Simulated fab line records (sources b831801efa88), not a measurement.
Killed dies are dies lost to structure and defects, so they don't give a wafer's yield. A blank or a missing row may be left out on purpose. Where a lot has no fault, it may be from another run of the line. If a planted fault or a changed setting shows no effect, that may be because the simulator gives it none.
Chamber matching ; flow sfq line ; SFQ_TRILAYER_I4_VIA_BARC_OPEN_VIA_ETCH_146 on rie diel-03: 4 sister chambers
The step etches BARC in O2, target depth 125 nm, time 41.7 s. 16 wafers are shown with their chamber, then 8 later ones without.

WAFERS, EACH WITH ITS CHAMBER
wafer;chamber;drypump motor current A (A);oes product au (a.u.);bias w (W)
L501.1;0;5.43;0.676;77.93
L501.2;1;5.62;0.684;77.79
L501.4;3;5.80;0.694;77.84
L502.1;1;5.65;0.690;78.13
L502.2;0;5.43;0.689;77.89
L502.5;2;5.77;0.685;77.44
L504.4;2;5.77;0.687;77.80
L504.5;3;5.83;0.684;77.72
L504.6;2;5.78;0.688;78.10
L514.1;3;5.82;0.688;77.54
L514.2;2;5.75;0.681;77.47
L514.4;0;5.44;0.683;78.13
L515.3;1;5.64;0.689;77.43
L515.4;0;5.42;0.687;77.90
L515.6;1;5.59;0.684;77.45
L516.1;0;5.43;0.681;77.83

SIGNATURES, as means of the wafers listed above
reading;chamber 0;chamber 1;chamber 2;chamber 3;scatter within a chamber
drypump motor current A;5.4300;5.6250;5.7675;5.8167;0.0164
oes product au;0.68320;0.68675;0.68525;0.68867;0.00423
bias w;77.9360;77.7000;77.7025;77.7000;0.244
Rule: for a wafer and a chamber, the distance is found by dividing, reading by reading, the gap between the wafer's reading and the chamber's mean by the reading's scatter, squaring, summing and taking the root. If the next closest chamber is less than 2 further off than the closest, the wafer can't be placed; otherwise it belongs to the closest. The scatter is the square root of a quotient: the sum, over the shown wafers, of each reading's squared deviation from its chamber's mean, divided by wafers minus chambers.

WAFERS WITHOUT THEIR CHAMBER
wafer;drypump motor current A (A);oes product au (a.u.);bias w (W)
L516.3;5.62;0.680;77.57
L516.5;5.64;0.688;77.41
L518.3;5.46;0.688;77.65
L518.4;5.75;0.691;77.81
L518.6;5.61;0.697;77.63
L520.1;5.76;0.682;77.63
L520.5;5.64;0.695;78.00
L520.6;5.43;0.688;77.76

CHAMBER TAKEN BY EACH
wafer;from the rows above;in truth
L516.3;1;1
L516.5;1;1
L518.3;0;0
L518.4;2;2
L518.6;1;1
L520.1;2;2
L520.5;1;1
L520.6;0;0
Correctly placed: 8 of 8. Number that these rows cannot place: 0. Placed wrongly: 0.
